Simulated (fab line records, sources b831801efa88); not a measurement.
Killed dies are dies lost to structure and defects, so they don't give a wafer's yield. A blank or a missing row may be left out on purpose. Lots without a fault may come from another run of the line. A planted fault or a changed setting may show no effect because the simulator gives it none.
fab line records | flow sfq_line
record lots=5 wafers=23
route steps=325 shown M4@159 I4@168 JJ@179 M5@202 R5@214 I5@228 C5@240
start_h: hours from the record's first day to the start of the lot's first wafer shown | wait_h: hours since the lot's step before | " the same as in the row above | L1.1+2: a row that stands for several wafers | - no value, or no start given | * or withheld: withheld | < > ~ a bound
route shown NAME@n: a module of which the file shows steps, and the number in the route of the first | usual: mean/standard deviation of fault-free wafers | same: alike in all rows | chamber/n: place in a boat | sites: the reading at each site | _std_site: their standard deviation | _edge_site: outer sites' mean less inner sites' | radius_mm: how far each site lies from the wafer's centre | mask NAME#n: copy n | behind: the tool/chamber that last shaped the wafer | hold: why the lot was held/for how many hours/how that ended | device: the transistor (n, p or np) that didn't switch | end of line: the same wafers' tests at the end of the route | a step without rows: its recipe alone | killed: dies lost to structure and defects at the first sort, not the wafer's yield | map: a wafer's dies, x killed, . not, _ none there
set.NAME: the setting as run; set.NAME@STEP: as run at that earlier step | model.NAME: the simulator's own value behind a step, which no gauge read
lots whose settings were changed on purpose; a table a step, a row a wafer
## steps
# step SFQ_TRILAYER_M4_BARC_OPEN_METAL_ETCH_123
# recipe mask_material=PR chemistry=O2 target_depth_nm=125 target=BARC icp_w=600 bias_w=80 pressure_mtorr=10 time_s=41.7
# columns lot.wafer tool chamber start_h wait_h set.icp_w model.KrF_of_TRILAYER_M4_LITHO_COAT_093.thk_nm
L074.2 rie_metal-01 0 793.81 0.0 576.2 525.9
L074.3 " 1 " " 600 523.6
L074.4 " 0 " " 576.2 526.8
L074.5 " 1 " " 576.2 526
L074.6 " 0 " " 600 525.7
L076.1 rie_metal-04 1 823.91 0.0 533 529.4
L076.2 " 0 " " 533 531.3
L076.3 " 0 " " 600 526.9
L076.4 " 1 " " 533 530
L076.6 " 1 " " 600 525
L077.2 rie_metal-02 0 828.71 0.0 662.7 518.5
L077.3 " 1 " " 600 522.8
L077.4 " 0 " " 600 522.2
L077.5 " 1 " " 600 523.3
L077.6 " 0 " " 662.7 517.1
L079.1 rie_metal-02 0 847.91 0.0 600 520.9
L079.3 " 1 " " 541 526.2
L079.4 " 0 " " 600 522.7
L079.5 " 0 " " 541 525.9
L079.6 " 1 " " 600 521.5
L083.1+6 rie_metal-02 1 867.33 0.0 600 523.5
L083.2 " 0 " " 600 521.9
# step SFQ_TRILAYER_I4_VIA_LITHO_COAT_103
# recipe resist=KrF spin_rpm=3000 resist_thk_nm=650
# columns lot.wafer tool chamber start_h wait_h set.spin_rpm model.KrF_of_TRILAYER_I4_VIA_LITHO_COAT_103.thk_nm
L074.2 litho_track-01 0 807.23 0.2 3126 640.7
L074.3 " 0 " " 3000 653.2
L074.4 " 0 " " 3126 639.7
L074.5 " 0 " " 3000 655.4
L074.6 " 0 " " 3000 650.7
L076.1 litho_track-03 0 837.18 0.2 3000 651.1
L076.2 " 0 " " 2819 673.7
L076.3 " 0 " " 2819 673.8
L076.4 " 0 " " 3000 652
L076.6 " 0 " " 2819 672.8
L077.2+6 litho_track-03 0 840.23 0.2 3000 645.2
L077.3 " 0 " " 3000 643.7
L077.4 " 0 " " 3000 644.3
L077.5 " 0 " " 3000 643.5
L079.1+3 litho_track-01 0 868.40 0.2 3000 655.2
L079.4 " 0 " " 3000 656.3
L079.5 " 0 " " 3000 653.8
L079.6 " 0 " " 3000 654.7
L083.1 litho_track-03 0 889.86 0.2 3000 651.3
L083.2 " 0 " " 3000 652.3
L083.6 " 0 " " 3000 653
# step SFQ_TRILAYER_I4_VIA_BARC_OPEN_VIA_ETCH_146
# recipe mask_material=PR chemistry=O2 target_depth_nm=125 target=BARC source_w=500 bias_w=80 pressure_mtorr=30 time_s=41.7
# columns lot.wafer tool chamber start_h wait_h set.bias_w set.spin_rpm@TRILAYER_I4_VIA_LITHO_COAT_103 model.KrF_of_TRILAYER_I4_VIA_LITHO_COAT_103.thk_nm
L074.2 rie_diel-02 2 903.33 0.0 73.45 3126 564.5
L074.3 " 3 " " 73.45 3000 577.1
L074.4 " 1 " " 80 3126 562.4
L074.5 " 3 " " 80 3000 577.9
L074.6 " 0 " " 73.45 3000 575
L076.1+4 rie_diel-03 3,1 919.68 0.0 80 3000 574.1
L076.2 " 2 " " 80 2819 596.7
L076.3 " 0 " " 80 2819 596.2
L076.6 " 1 " " 80 2819 594.8
L077.2 rie_diel-01 1 920.88 0.0 84.89 3000 569.1
L077.3 " 2 " " 80 3000 567.6
L077.4 " 0 " " 80 3000 567.7
L077.5 " 0 " " 84.89 3000 566
L077.6 " 3 " " 84.89 3000 569.4
L079.1 rie_diel-01 0 937.68 0.0 80 3000 578
L079.3 " 2 " " 80 3000 578.9
L079.4 " 1 " " 72.54 3000 581.9
L079.5 " 1 " " 72.54 3000 579.8
L079.6 " 2 " " 80 3000 579
L083.1 rie_diel-03 1 956.45 0.0 80 3000 573.4
L083.2 " 0 " " 80 3000 574.4
L083.6 " 2 " " 80 3000 576.7
# step SFQ_TRILAYER_JJ_TRILAYER_DEP_SPUTTER_109
# recipe material=Nb base_pressure_pa=1.33e-06 chamber_pressure_pa=0.1333 substrate_temp_c=20 target_thk_nm=150 power_w=2000 time_s=100
# columns lot.wafer tool chamber start_h wait_h set.time_s model.Nb_of_TRILAYER_JJ_TRILAYER_DEP_SPUTTER_109.thk_nm
L074.2 pvd_sputter-04 - 904.29 0.0 100 150.2
L074.3 " - " " 100 147.4
L074.4 " - " " 100 151.7
L074.5 " - " " 88.71 134
L074.6 " - " " 88.71 131
L076.1 pvd_sputter-03 - 920.65 0.0 100 150
L076.2 " - " " 100 149.8
L076.3 " - " " 100 151.4
L076.4 " - " " 110.3 164.4
L076.6 " - " " 110.3 164.5
L077.2 pvd_sputter-06 - 921.84 0.0 107.3 161.9
L077.3 " - " " 107.3 160.9
L077.4 " - " " 107.3 161.3
L077.5 " - " " 100 151.6
L077.6 " - " " 100 149.6
L079.1 pvd_sputter-03 - 938.64 0.0 100 149.2
L079.3 " - " " 91.72 137.4
L079.4 " - " " 91.72 138.7
L079.5 " - " " 100 149.1
L079.6 " - " " 100 151.4
L083.1 pvd_sputter-04 - 957.41 0.0 100 147.9
L083.2 " - " " 100 146.3
L083.6 " - " " 100 147.1
# step SFQ_TRILAYER_JJ_CE_LITHO_COAT_114
# recipe resist=KrF spin_rpm=3000 resist_thk_nm=600
# columns lot.wafer tool chamber start_h wait_h set.resist_thk_nm model.KrF_of_TRILAYER_JJ_CE_LITHO_COAT_114.thk_nm
L074.2 litho_track-03 0 905.99 0.2 600 598.2
L074.3 " 0 " " 600 599.4
L074.4 " 0 " " 600 598.5
L074.5 " 0 " " 600 599.3
L074.6 " 0 " " 600 599.1
L076.1 litho_track-04 0 922.34 0.2 600 600.4
L076.2 " 0 " " 610.5 609.8
L076.3 " 0 " " 600 599.9
L076.4 " 0 " " 610.5 608.4
L076.6 " 0 " " 610.5 609.5
L077.2 litho_track-03 0 923.54 0.2 564.8 565.6
L077.3 " 0 " " 564.8 564.1
L077.4 " 0 " " 600 600.1
L077.5 " 0 " " 600 602
L077.6 " 0 " " 564.8 565.2
L079.1 litho_track-02 0 940.29 0.2 590.9 591.2
L079.3 " 0 " " 590.9 590.1
L079.4 " 0 " " 600 600.2
L079.5 " 0 " " 600 599
L079.6 " 0 " " 600 600.6
L083.1 litho_track-04 0 959.07 0.2 600 601.3
L083.2 " 0 " " 600 600.6
L083.6 " 0 " " 600 599.6
# step SFQ_TRILAYER_JJ_CE_BARC_OPEN_RIE_150
# recipe mask_material=PR chemistry=O2 target_depth_nm=240 target=BARC icp_w=600 bias_w=80 pressure_mtorr=10 time_s=80
# columns lot.wafer tool chamber start_h wait_h set.bias_w
L074.2+6 rie_metal-04 0,1 994.67 0.8 80
L074.3+4+5 " 1,0,0 " " 75.02
L076.1+6 rie_metal-04 1,0 1010.27 1.0 72.09
L076.2+3+4 " 0,0,1 " " 80
L077.2+4+6 rie_metal-04 0 1011.47 0.8 80
L077.3+5 " 1 " " 74.83
L079.1+4+6 rie_metal-03 1,0,0 1037.42 1.0 77.47
L079.3+5 " 1 " " 80
L083.1+2+6 rie_metal-04 0,1,1 1057.82 1.0 80
# step SFQ_TRILAYER_JJ_CE_ETCH_RIE_118
# recipe target=Nb stop_on=Al2O3 mask_material=PR taper_deg=13.257 over_etch_frac=0.15 time_s=97.7 chemistry=SF6 target_depth_nm=170 icp_w=600 bias_w=82.69 pressure_mtorr=10
# columns lot.wafer tool chamber start_h wait_h set.resist_thk_nm@TRILAYER_JJ_CE_LITHO_COAT_114 model.KrF_of_TRILAYER_JJ_CE_LITHO_COAT_114.thk_nm
L074.2 rie_metal-04 0 994.76 0.1 600 476
L074.3 " 1 " " 600 476.6
L074.4+6 " 0,1 " " 600 475.9
L074.5 " 0 " " 600 476.9
L076.1 rie_metal-04 1 1010.36 0.1 600 478.4
L076.2 " 0 " " 610.5 488.4
L076.3 " 0 " " 600 478.9
L076.4 " 1 " " 610.5 486.8
L076.6 " 0 " " 610.5 488
L077.2 rie_metal-04 0 1011.56 0.1 564.8 444.3
L077.3 " 1 " " 564.8 442
L077.4 " 0 " " 600 479
L077.5 " 1 " " 600 480.3
L077.6 " 0 " " 564.8 443.9
L079.1 rie_metal-03 1 1037.51 0.1 590.9 463.9
L079.3 " 1 " " 590.9 463.6
L079.4 " 0 " " 600 476.3
L079.5 " 1 " " 600 472.5
L079.6 " 0 " " 600 476.4
L083.1 rie_metal-04 0 1057.91 0.1 600 480
L083.2 " 1 " " 600 478.8
L083.6 " 1 " " 600 478
# step SFQ_TRILAYER_M5_LITHO_PEB_126
# recipe peb_temp_c=115 peb_time_s=60 resist=KrF
# columns lot.wafer tool chamber start_h wait_h set.peb_temp_c
L074.2+3+4+5+6 litho_track-03 0 1029.27 0.8 115
L076.1+2+4 litho_track-02 0 1042.45 1.0 112.5
L076.3+6 " 0 " " 115
L077.2+3+5 litho_track-02 0 1044.87 0.8 115
L077.4+6 " 0 " " 111.5
L079.1+3+4+5+6 litho_track-02 0 1060.45 1.0 115
L083.1+2+6 litho_track-02 0 1078.45 1.0 115
# step SFQ_TRILAYER_M5_LITHO_DEVELOP_125
# recipe time_s=60 resist=KrF
# step SFQ_TRILAYER_M5_BARC_OPEN_METAL_ETCH_161
# recipe mask_material=PR chemistry=O2 target_depth_nm=125 target=BARC icp_w=600 bias_w=80 pressure_mtorr=10 time_s=41.7
# columns lot.wafer tool chamber start_h wait_h set.peb_temp_c@TRILAYER_M5_LITHO_PEB_126 model.M5.cd_nm
L074.2 rie_metal-02 0 1029.58 0.0 115 701.3
L074.3+5 " 1,0 " " 115 700.7
L074.4 " 0 " " 115 701.9
L074.6 " 1 " " 115 701.6
L076.1 rie_metal-02 1 1042.78 0.0 112.5 751.6
L076.2 " 0 " " 112.5 750.6
L076.3 " 0 " " 115 700.7
L076.4 " 1 " " 112.5 751.5
L076.6 " 1 " " 115 701.4
L077.2 rie_metal-02 0 1045.18 0.0 115 697.7
L077.3 " 1 " " 115 700.7
L077.4 " 0 " " 111.5 772.5
L077.5 " 1 " " 115 699.9
L077.6 " 0 " " 111.5 772.2
L079.1 rie_metal-02 0 1060.78 0.0 115 702.1
L079.3 " 0 " " 115 701
L079.4 " 1 " " 115 701.2
L079.5 " 1 " " 115 702.5
L079.6 " 0 " " 115 702.4
L083.1 rie_metal-02 1 1078.78 0.0 115 699.1
L083.2 " 0 " " 115 697.4
L083.6 " 1 " " 115 697.3
# step SFQ_TRILAYER_M5_ETCH_METAL_ETCH_126
# recipe target=Nb stop_on=SiO2 mask_material=PR over_etch_frac=0.15 time_s=203.2 chemistry=Cl2/BCl3 target_depth_nm=265 icp_w=600 bias_w=80 pressure_mtorr=10
# usual oes_product_au=0.728/0.0064
# columns lot.wafer tool chamber start_h wait_h set.time_s@TRILAYER_JJ_TRILAYER_DEP_SPUTTER_109 oes_product_au model.M5.feature_depth_nm
L074.2 rie_metal-02 0 1029.64 0.0 100 0.726 162.4
L074.3 " 1 " " 100 0.716 159.5
L074.4 " 0 " " 100 0.736 163.9
L074.5 " 0 " " 88.71 0.690 146.2
L074.6 " 1 " " 88.71 0.679 143
L076.1 rie_metal-02 1 1042.84 0.0 100 0.727 162.1
L076.2 " 0 " " 100 0.734 162
L076.3 " 0 " " 100 0.741 163.7
L076.4 " 1 " " 110.3 0.766 176.5
L076.6 " 1 " " 110.3 0.756 176.6
L077.2 rie_metal-02 0 1045.24 0.0 107.3 0.757 174.2
L077.3 " 1 " " 107.3 0.742 173
L077.4 " 0 " " 107.3 0.754 173.4
L077.5 " 1 " " 100 0.740 163.8
L077.6 " 0 " " 100 0.731 161.9
L079.1 rie_metal-02 0 1060.84 0.0 100 0.733 161.4
L079.3 " 0 " " 91.72 0.704 149.7
L079.4 " 1 " " 91.72 0.705 150.9
L079.5 " 1 " " 100 0.736 161.3
L079.6 " 0 " " 100 0.731 163.7
L083.1 rie_metal-02 1 1078.84 0.0 100 0.724 160
L083.2 " 0 " " 100 0.719 158.4
L083.6 " 1 " " 100 0.716 159.2
# step SFQ_TRILAYER_R5_DEP_SPUTTER_134
# recipe material=Ti base_pressure_pa=1.33e-06 target_thk_nm=5 power_w=2000 time_s=5 chamber_pressure_pa=0.4
# columns lot.wafer tool chamber start_h wait_h set.power_w model.Ti_of_TRILAYER_R5_DEP_SPUTTER_134.thk_nm
L074.2 pvd_sputter-03 - 1064.70 0.0 1862 4.396
L074.3 " - " " 1862 4.228
L074.4+5 " - " " 2000 4.954
L074.6 " - " " 2000 4.785
L076.1 pvd_sputter-04 - 1079.40 0.0 2000 5.102
L076.2 " - " " 2000 5.087
L076.3 " - " " 2000 5.195
L076.4 " - " " 2000 4.978
L076.6 " - " " 2000 5.042
L077.2 pvd_sputter-05 - 1082.70 0.0 1842 4.364
L077.3 " - " " 2000 4.79
L077.4 " - " " 2000 4.865
L077.5 " - " " 1842 4.469
L077.6 " - " " 2000 4.811
L079.1 pvd_sputter-03 - 1100.70 0.0 2000 5.075
L079.3 " - " " 2123 5.358
L079.4 " - " " 2123 5.159
L079.5 " - " " 2000 5.002
L079.6 " - " " 2123 5.144
L083.1 pvd_sputter-05 - 1122.63 0.0 2000 5.131
L083.2 " - " " 2000 5.1
L083.6 " - " " 2000 5.173
# step SFQ_TRILAYER_R5_LITHO_COAT_136
# recipe resist=KrF spin_rpm=3000 resist_thk_nm=600
# columns lot.wafer tool chamber start_h wait_h set.resist_thk_nm model.KrF_of_TRILAYER_R5_LITHO_COAT_136.thk_nm
L074.2 litho_track-02 0 1065.25 0.2 588.9 -
L074.3 " 0 " " 600 -
L074.4 " 0 " " 588.9 588
L074.5 " 0 " " 588.9 589.2
L074.6 " 0 " " 600 598.3
L076.1 litho_track-02 0 1079.90 0.2 600 600.1
L076.2 " 0 " " 578.2 578.9
L076.3 " 0 " " 578.2 580.6
L076.4 " 0 " " 600 601.8
L076.6 " 0 " " 600 599.6
L077.2+5 litho_track-01 0 1083.25 0.2 600 -
L077.3 " 0 " " 584.1 584.1
L077.4 " 0 " " 584.1 583.9
L077.6 " 0 " " 600 601.1
L079.1 litho_track-01 0 1101.20 0.2 600 602.8
L079.3+4 " 0 " " 600 -
L079.5 " 0 " " 629 632.2
L079.6 " 0 " " 629 -
L083.1 litho_track-01 0 1123.13 0.2 600 600.2
L083.2 " 0 " " 600 601.8
L083.6 " 0 " " 600 601.4
# step SFQ_TRILAYER_R5_ETCH_METAL_ETCH_139
# recipe stop_on=SiO2 mask_material=PR chemistry=Cl2 target_depth_nm=60 icp_w=600 bias_w=80 pressure_mtorr=10 time_s=40
# columns lot.wafer tool chamber start_h wait_h set.bias_w set.resist_thk_nm@TRILAYER_R5_LITHO_COAT_136 model.KrF_of_TRILAYER_R5_LITHO_COAT_136.thk_nm
L074.2 rie_metal-01 1 1184.16 0.0 80 588.9 -
L074.3 " 0 " " 70.97 600 -
L074.4 " 1 " " 70.97 588.9 487.1
L074.5 " 1 " " 80 588.9 486.9
L074.6 " 0 " " 80 600 498.8
L076.1 rie_metal-01 0 1199.76 0.0 80 600 500.7
L076.2 " 1 " " 80 578.2 475.8
L076.3 " 0 " " 80 578.2 481
L076.4 " 1 " " 88.86 600 498.4
L076.6 " 1 " " 88.86 600 496
L077.2+5 rie_metal-01 0 1202.36 0.0 80 600 -
L077.3 " 1 " " 80 584.1 482.4
L077.4 " 0 " " 80 584.1 484.7
L077.6 " 1 " " 80 600 499.6
L079.1 rie_metal-02 1 1221.56 0.0 71.36 600 502.2
L079.3 " 0 " " 80 600 -
L079.4 " 1 " " 71.36 600 -
L079.5 " 1 " " 71.36 629 531.8
L079.6 " 0 " " 80 629 -
L083.1+2 rie_metal-02 0,1 1240.89 0.0 80 600 500.2
L083.6 " 1 " " 80 600 499.7
# step SFQ_TRILAYER_A5C_DEP_PECVD_142
# recipe material=SiO2 temp_c=150 time_s=15.556 pressure_torr=2.4 rf_w=183.3 precursor=SiH4/N2O target_thk_nm=70
# columns lot.wafer tool chamber start_h wait_h set.time_s model.SiO2_of_TRILAYER_A5C_DEP_PECVD_142.thk_nm
L074.2+3 pecvd-02 0,1 1185.17 0.0 15.556 69.28
L074.4 " 0 " " 15.556 70.21
L074.5 " 1 " " 17.72 80.18
L074.6 " 2 " " 17.72 80.27
L076.1 pecvd-02 1 1200.59 0.0 15.556 69.87
L076.2 " 0 " " 17.82 78.6
L076.3 " 2 " " 15.556 69.53
L076.4 " 2 " " 15.556 70.2
L076.6 " 0 " " 17.82 79.98
L077.2 pecvd-03 1 1203.19 0.0 15.556 71.56
L077.3 " 0 " " 15.556 71.12
L077.4 " 1 " " 15.556 71.99
L077.5 " 0 " " 15.556 72.2
L077.6 " 2 " " 15.556 71.45
L079.1 pecvd-02 2 1222.39 0.0 14.29 64.37
L079.3 " 0 " " 15.556 69.22
L079.4 " 1 " " 14.29 65.11
L079.5 " 2 " " 15.556 72.13
L079.6 " 0 " " 15.556 70.25
L083.1 pecvd-02 1 1241.72 0.0 15.556 69.25
L083.2 " 2 " " 15.556 69.15
L083.6 " 0 " " 15.556 69.57
# step SFQ_TRILAYER_C5_LITHO_COAT_156
# recipe resist=BARC spin_rpm=3000 resist_thk_nm=62
# columns lot.wafer tool chamber start_h wait_h set.resist_thk_nm model.BARC_of_TRILAYER_C5_LITHO_COAT_156.thk_nm
L074.2 litho_track-03 0 1305.57 0.1 62 61.89
L074.3 " 0 " " 62 62.17
L074.4 " 0 " " 62 62.04
L074.5+6 " 0 " " 62 62.07
L076.1 litho_track-02 0 1321.12 0.0 63.57 63.64
L076.2 " 0 " " 62 62.18
L076.3 " 0 " " 63.57 63.63
L076.4 " 0 " " 62 62.16
L076.6 " 0 " " 62 61.89
L077.2 litho_track-02 0 1326.57 0.1 59.56 59.62
L077.3 " 0 " " 62 62.16
L077.4 " 0 " " 59.56 59.53
L077.5 " 0 " " 62 61.85
L077.6 " 0 " " 62 62.11
L079.1 litho_track-03 0 1345.24 0.0 62 62.19
L079.3 " 0 " " 62 62.06
L079.4 " 0 " " 62 62.34
L079.5 " 0 " " 62 62.25
L079.6 " 0 " " 62 61.95
L083.1 litho_track-02 0 1371.21 0.0 62 62.05
L083.2 " 0 " " 62 62.11
L083.6 " 0 " " 62 61.76
# step SFQ_TRILAYER_C5_BARC_OPEN_VIA_ETCH_210
# recipe mask_material=PR chemistry=O2 target_depth_nm=125 target=BARC source_w=500 bias_w=80 pressure_mtorr=30 time_s=41.7
# columns lot.wafer tool chamber start_h wait_h set.source_w
L074.2+3+6 rie_diel-03 1,2,3 1307.80 0.0 521.1
L074.4+5 " 0,2 " " 500
L076.1+6 rie_diel-03 2,0 1323.40 0.0 500
L076.2+3+4 " 1,0,3 " " 465.3
L077.2+3+4+5+6 rie_diel-02 1,0,2,1,0 1328.80 0.0 500
L079.1+3+5 rie_diel-03 3,0,2 1360.52 0.0 500
L079.4+6 " 2,3 " " 483.4
L083.1+2+6 rie_diel-04 3,1,0 1373.49 0.0 500
# step SFQ_TRILAYER_C5_ETCH_VIA_ETCH_154
# recipe target=SiO2 mask_material=PR chemistry=CHF3 target_depth_nm=84 source_w=500 bias_w=80 pressure_mtorr=30 time_s=withheld stop_on=Nb
# usual oes_product_au=0.898/0.0088
# columns lot.wafer tool chamber start_h wait_h set.time_s@TRILAYER_A5C_DEP_PECVD_142 oes_product_au model.C5.feature_depth_nm
L074.2 rie_diel-03 1 1307.84 0.0 * 0.897 69.26
L074.3 " 2 " " * 0.892 69.26
L074.4 " 0 " " * 0.902 70.21
L074.5 " 2 " " * 0.969 80.18
L074.6 " 3 " " * 0.968 80.24
L076.1 rie_diel-03 2 1323.44 0.0 * 0.884 69.87
L076.2 " 1 " " * 0.954 78.6
L076.3 " 0 " " * 0.897 69.53
L076.4 " 3 " " * 0.891 70.2
L076.6 " 0 " " * 0.961 79.98
L077.2 rie_diel-02 1 1328.84 0.0 * 0.914 71.56
L077.3 " 0 " " * 0.908 71.12
L077.4 " 2 " " * 0.909 71.99
L077.5 " 1 " " * 0.916 72.2
L077.6 " 0 " " * 0.901 71.45
L079.1 rie_diel-03 3 1360.56 0.0 * 0.840 64.37
L079.3 " 0 " " * 0.891 69.22
L079.4 " 2 " " * 0.861 65.11
L079.5 " 2 " " * 0.911 72.13
L079.6 " 3 " " * 0.892 70.25
L083.1 rie_diel-04 3 1373.53 0.0 * 0.893 69.25
L083.2 " 1 " " * 0.892 69.15
L083.6 " 0 " " * 0.895 69.57
## key
split step=SFQ_TRILAYER_M4_BARC_OPEN_METAL_ETCH_123 setting=icp_w stated=600 by=wafer
response step=SFQ_TRILAYER_M4_BARC_OPEN_METAL_ETCH_123 reading=model.KrF_of_TRILAYER_M4_LITHO_COAT_093.thk_nm change=-0.43 per=1% r=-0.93
split step=SFQ_TRILAYER_I4_VIA_LITHO_COAT_103 setting=spin_rpm stated=3000 by=wafer
response step=SFQ_TRILAYER_I4_VIA_LITHO_COAT_103 reading=model.KrF_of_TRILAYER_I4_VIA_LITHO_COAT_103.thk_nm change=-3.44 per=1% r=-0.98
response step=SFQ_TRILAYER_I4_VIA_BARC_OPEN_VIA_ETCH_146 reading=model.KrF_of_TRILAYER_I4_VIA_LITHO_COAT_103.thk_nm change=-3.46 per=1% r=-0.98
split step=SFQ_TRILAYER_I4_VIA_BARC_OPEN_VIA_ETCH_146 setting=bias_w stated=80 by=wafer
response none clear
split step=SFQ_TRILAYER_JJ_TRILAYER_DEP_SPUTTER_109 setting=time_s stated=100 by=wafer
response step=SFQ_TRILAYER_JJ_TRILAYER_DEP_SPUTTER_109 reading=model.Nb_of_TRILAYER_JJ_TRILAYER_DEP_SPUTTER_109.thk_nm change=+1.45 per=1% r=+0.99
response step=SFQ_TRILAYER_M5_ETCH_METAL_ETCH_126 reading=oes_product_au change=+0.00307 per=1% r=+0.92
response step=SFQ_TRILAYER_M5_ETCH_METAL_ETCH_126 reading=model.M5.feature_depth_nm change=+1.45 per=1% r=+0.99
split step=SFQ_TRILAYER_JJ_CE_LITHO_COAT_114 setting=resist_thk_nm stated=600 by=wafer
response step=SFQ_TRILAYER_JJ_CE_LITHO_COAT_114 reading=model.KrF_of_TRILAYER_JJ_CE_LITHO_COAT_114.thk_nm change=+6.07 per=1% r=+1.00
response step=SFQ_TRILAYER_JJ_CE_ETCH_RIE_118 reading=model.KrF_of_TRILAYER_JJ_CE_LITHO_COAT_114.thk_nm change=+6.18 per=1% r=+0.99
split step=SFQ_TRILAYER_JJ_CE_BARC_OPEN_RIE_150 setting=bias_w stated=80 by=wafer
response none clear
split step=SFQ_TRILAYER_M5_LITHO_PEB_126 setting=peb_temp_c stated=115 by=wafer
response step=SFQ_TRILAYER_M5_BARC_OPEN_METAL_ETCH_161 reading=model.M5.cd_nm change=-23.7 per=1% r=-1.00
split step=SFQ_TRILAYER_R5_DEP_SPUTTER_134 setting=power_w stated=2000 by=wafer
response step=SFQ_TRILAYER_R5_DEP_SPUTTER_134 reading=model.Ti_of_TRILAYER_R5_DEP_SPUTTER_134.thk_nm change=+0.0566 per=1% r=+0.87
split step=SFQ_TRILAYER_R5_LITHO_COAT_136 setting=resist_thk_nm stated=600 by=wafer
response step=SFQ_TRILAYER_R5_LITHO_COAT_136 reading=model.KrF_of_TRILAYER_R5_LITHO_COAT_136.thk_nm change=+5.91 per=1% r=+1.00
response step=SFQ_TRILAYER_R5_ETCH_METAL_ETCH_139 reading=model.KrF_of_TRILAYER_R5_LITHO_COAT_136.thk_nm change=+5.85 per=1% r=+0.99
split step=SFQ_TRILAYER_R5_ETCH_METAL_ETCH_139 setting=bias_w stated=80 by=wafer
response none clear
split step=SFQ_TRILAYER_A5C_DEP_PECVD_142 setting=time_s stated=15.556 by=wafer
response step=SFQ_TRILAYER_A5C_DEP_PECVD_142 reading=model.SiO2_of_TRILAYER_A5C_DEP_PECVD_142.thk_nm change=+0.704 per=1% r=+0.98
response step=SFQ_TRILAYER_C5_ETCH_VIA_ETCH_154 reading=oes_product_au change=+0.00497 per=1% r=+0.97
response step=SFQ_TRILAYER_C5_ETCH_VIA_ETCH_154 reading=model.C5.feature_depth_nm change=+0.704 per=1% r=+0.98
split step=SFQ_TRILAYER_C5_LITHO_COAT_156 setting=resist_thk_nm stated=62 by=wafer
response step=SFQ_TRILAYER_C5_LITHO_COAT_156 reading=model.BARC_of_TRILAYER_C5_LITHO_COAT_156.thk_nm change=+0.623 per=1% r=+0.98
split step=SFQ_TRILAYER_C5_BARC_OPEN_VIA_ETCH_210 setting=source_w stated=500 by=wafer
response none clear
